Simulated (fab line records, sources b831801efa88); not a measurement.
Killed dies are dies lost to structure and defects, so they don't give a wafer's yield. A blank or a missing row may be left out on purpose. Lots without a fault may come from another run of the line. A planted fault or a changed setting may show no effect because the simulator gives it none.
Tool commonality check | flow gf180mcu | 12 lots, 36 wafers sampled

WHY IT WAS OPENED
At GF_SALICIDE_RS_MEAS_04 the reading SALICIDE_TIN_RS is flagged on 2 of 12 lots. Wafers without a fault read 16.4 ohm/sq, standard deviation 0.38.
Rule: a lot is flagged when every wafer of it that has a number lies more than 4 standard deviations from that mean, or none has a number. The other lots count as sound.

lot  | measured     | on            | SALICIDE_TIN_RS (ohm/sq), wafer by wafer | flag
L133 | day 15 10:47 | film_metro-02 | 15.9 16.3 16.1                           |
L134 | day 15 17:47 | film_metro-03 | 16.6 16.9 17.1                           |
L137 | day 17 00:19 | film_metro-01 | 16.3 16.2 16.1                           |
L138 | day 17 02:14 | film_metro-03 | 27.2 26.0 26.5                           | FLAGGED
L139 | day 17 13:29 | film_metro-01 | 26.6 26.4 26.4                           | FLAGGED
L142 | day 18 18:36 | film_metro-03 | 16.8 16.9 16.5                           |
L148 | day 20 21:55 | film_metro-02 | 16.0 16.6 16.0                           |
L151 | day 21 21:05 | film_metro-01 | 16.2 15.9 15.8                           |
L152 | day 22 14:36 | film_metro-02 | 16.6 16.4 16.6                           |
L153 | day 22 20:15 | film_metro-02 | 15.7 16.6 16.4                           |
L154 | day 23 06:32 | film_metro-01 | 16.4 16.2 16.5                           |
L155 | day 23 06:58 | film_metro-02 | 16.8 17.2 16.4                           |
The numbers of the flagged lots are 26.5 ohm/sq on average: +10.1 ohm/sq against the usual, or +27 standard deviations.

WHICH TOOL RAN EACH LOT
The record holds 2 process steps before the reading, out of a route of 602 steps. In each cell: the tool, then ch and the chambers that the sampled wafers went through, then the start.
lot  | flag    | GF_SALICIDE_SPUTTER_02       | GF_SALICIDE_SPUTTER_03
L133 |         | pvd_sputter-01, day 15 10:44 | pvd_sputter-01, day 15 10:46
L134 |         | pvd_sputter-02, day 15 17:44 | pvd_sputter-02, day 15 17:46
L137 |         | pvd_sputter-01, day 17 00:14 | pvd_sputter-01, day 17 00:16
L138 | FLAGGED | pvd_sputter-01, day 17 02:10 | pvd_sputter-01, day 17 02:12
L139 | FLAGGED | pvd_sputter-03, day 17 13:26 | pvd_sputter-03, day 17 13:28
L142 |         | pvd_sputter-02, day 18 18:32 | pvd_sputter-02, day 18 18:33
L148 |         | pvd_sputter-01, day 20 21:50 | pvd_sputter-01, day 20 21:52
L151 |         | pvd_sputter-01, day 21 21:01 | pvd_sputter-01, day 21 21:03
L152 |         | pvd_sputter-03, day 22 14:33 | pvd_sputter-03, day 22 14:34
L153 |         | pvd_sputter-01, day 22 20:11 | pvd_sputter-01, day 22 20:13
L154 |         | pvd_sputter-03, day 23 06:29 | pvd_sputter-03, day 23 06:30
L155 |         | pvd_sputter-02, day 23 06:55 | pvd_sputter-02, day 23 06:56
What these steps do:
- GF_SALICIDE_SPUTTER_02: material Co, target thk 10 nm, time 20 s.
- GF_SALICIDE_SPUTTER_03: material TiN, target thk 20 nm, time 16.7 s.
- GF_SALICIDE_RS_MEAS_04: measures by four-point-probe.

FLAGGED OVER TOTAL, TOOL BY TOOL (the gauges that took the reading come last)
step                   | tool           | lots run | flagged | share of the flagged lots | sound lots run after its first flagged lot
GF_SALICIDE_SPUTTER_02 | pvd_sputter-01 | 6        | 1       | some                      | 3 (L148,L151,L153)
GF_SALICIDE_SPUTTER_02 | pvd_sputter-02 | 3        | 0       | none                      | -
GF_SALICIDE_SPUTTER_02 | pvd_sputter-03 | 3        | 1       | some                      | 2 (L152,L154)
GF_SALICIDE_SPUTTER_03 | pvd_sputter-01 | 6        | 1       | some                      | 3 (L148,L151,L153)
GF_SALICIDE_SPUTTER_03 | pvd_sputter-02 | 3        | 0       | none                      | -
GF_SALICIDE_SPUTTER_03 | pvd_sputter-03 | 3        | 1       | some                      | 2 (L152,L154)
GF_SALICIDE_RS_MEAS_04 | film_metro-01  | 4        | 1       | some                      | 2 (L151,L154)
GF_SALICIDE_RS_MEAS_04 | film_metro-02  | 5        | 0       | none                      | -
GF_SALICIDE_RS_MEAS_04 | film_metro-03  | 3        | 1       | some                      | 1 (L142)

WHAT THE TABLE ALLOWS
No row of the table ran every flagged lot.

WHAT THE SIMULATOR HAD PUT IN
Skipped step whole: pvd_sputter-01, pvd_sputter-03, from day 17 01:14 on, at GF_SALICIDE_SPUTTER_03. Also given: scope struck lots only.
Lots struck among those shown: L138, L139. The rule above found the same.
